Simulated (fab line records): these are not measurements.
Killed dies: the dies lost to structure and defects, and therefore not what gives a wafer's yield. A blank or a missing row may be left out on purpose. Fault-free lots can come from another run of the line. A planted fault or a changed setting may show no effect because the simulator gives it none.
Comparing a struck lot with a sound one + flow sky130 + 26 steps out of a route of 708
Sound: these wafers, L736.2, L736.3, L736.5. Wafers L745.3, L745.5, L745.6 were the ones struck. At the end, the cause is stated.
Order at every step that has rows: each side's tool, ch and its chambers, its first start. Under that, the readings that differ: sound wafers + struck wafers + difference of the means + sigmas: that difference in standard deviations of wafers without a fault.
alike: words and numbers the same on both sides, and readings whose means are apart by under 2 such deviations; not compared: readings that were withheld, readings missing a value for some wafer, numbers with overlapping values and no deviation given by the record, and bounds like >300 which may hide the same value.
The two part at a step that has a row with sigmas, a row that says differs or no value, or rows on one side only. Numbers that don't overlap but have no deviation are shown without sigmas and don't part them. A reading missing from all wafers of one side parts the sides only when that side holds two or more wafers.

SKY_PWDE_TW_MEAS_10:
  sound: film metro-03 at day 4 09:04; struck: film metro-01 at day 6 13:17
  alike: PWDE_TW
then, 7 steps without rows for these wafers: SKY_NWELL_DEHYDRATE_03 (time 60 s); SKY_NWELL_HMDS_04 (prime time 60 s); SKY_NWELL_COAT_05 (resist thk 3000 nm); SKY_NWELL_SOFTBAKE_06; SKY_NWELL_EXPOSE_07 (exposes mask NWM, target cd 840 nm); SKY_NWELL_PEB_08; SKY_NWELL_DEVELOP_09 (develop time 60 s).
SKY_NWELL_OVL_MEAS_10:
  sound: overlay-02 at day 5 01:53; struck: overlay-02 at day 7 07:48
| reading           | sound          | struck      | difference | sigmas |
|-------------------|----------------|-------------|------------|--------|
| NWELL_00_OVL (nm) | -1.9 -2.7 -1.4 | 0.4 1.1 1.7 | +3.1       | +2     |
then, 3 steps without rows for these wafers: SKY_NWELL_IMPLANT_11; SKY_NWELL_IMPLANT_12; SKY_NWELL_IMPLANT_13.
SKY_NWELL_STRIP_14: strips in O2/N2.
  sound on plasma asher-03 ch 0, day 5 02:22; struck on plasma asher-03 ch 0,1, day 7 08:19
  no value came back on the struck wafers for chamber pressure mTorr (mTorr), drypump motor current A (A), oes product au (a.u.), strip time to endpoint s (s); on the sound wafers chamber pressure mTorr (mTorr) reads 1497.8 1498.2 1498.0
| reading                                 | sound | struck         | difference | sigmas |
|-----------------------------------------|-------|----------------|------------|--------|
| model.coat_of_NWELL_COAT_05.thk nm (nm) | 0 0 0 | 2994 2988 2985 | +2989      |        |
  not compared: rf hours counter h
SKY_NWELL_TW_MEAS_15:
  sound: film metro-01 at day 5 02:28; struck: film metro-02 at day 7 08:24
  alike: NWELL_TW
then, 7 steps without rows for these wafers: SKY_NWELL_DEHYDRATE_16 (time 60 s); SKY_NWELL_HMDS_17 (prime time 60 s); SKY_NWELL_COAT_18 (resist thk 3000 nm); SKY_NWELL_SOFTBAKE_19; SKY_NWELL_EXPOSE_20 (exposes mask NWM COMPLEMENT, target cd 840 nm); SKY_NWELL_PEB_21; SKY_NWELL_DEVELOP_22 (develop time 60 s).
SKY_NWELL_OVL_MEAS_23:
  sound: overlay-02 at day 5 19:49; struck: overlay-01 at day 8 04:36
| reading           | sound       | struck        | difference | sigmas |
|-------------------|-------------|---------------|------------|--------|
| NWELL_01_OVL (nm) | 1.5 2.8 2.7 | -0.2 0.1 -3.2 | -3.4       | -2     |
following that, these wafers have no rows for 1 step: SKY_NWELL_IMPLANT_24.
SKY_NWELL_STRIP_25: strips in O2/N2.
  sound on plasma asher-03 ch 0,1, day 5 19:59; struck on plasma asher-01 ch 0,1, day 8 04:49
| reading                      | sound             | struck            | difference | sigmas      |
|------------------------------|-------------------|-------------------|------------|-------------|
| oes product au (a.u.)        | 0.717 0.727 0.735 | 0.740 0.746 0.735 | +0.014     | +3          |
| strip time to endpoint s (s) | 37.16 37.05 36.99 | 81.08 81.05 80.95 | +43.96     | +99 or more |
  alike: chamber pressure mTorr, drypump motor current A
  not compared: rf hours counter h
SKY_NWELL_TW_MEAS_26:
  sound: film metro-02 at day 5 20:06; struck: film metro-02 at day 8 04:54
| reading    | sound       | struck   | difference | sigmas      |
|------------|-------------|----------|------------|-------------|
| NWELL_2_TW | 498 497 499 | 30 30 30 | -468       | -99 or more |
then, 1 step without rows for these wafers: SKY_NWELL_CLEAN_27 (cleans in SC1/SC2, time 150 s).

== WHERE THEY PART ==
First at SKY_NWELL_OVL_MEAS_10; last, within this record, at SKY_NWELL_TW_MEAS_26.

WHY: what the simulator had put in
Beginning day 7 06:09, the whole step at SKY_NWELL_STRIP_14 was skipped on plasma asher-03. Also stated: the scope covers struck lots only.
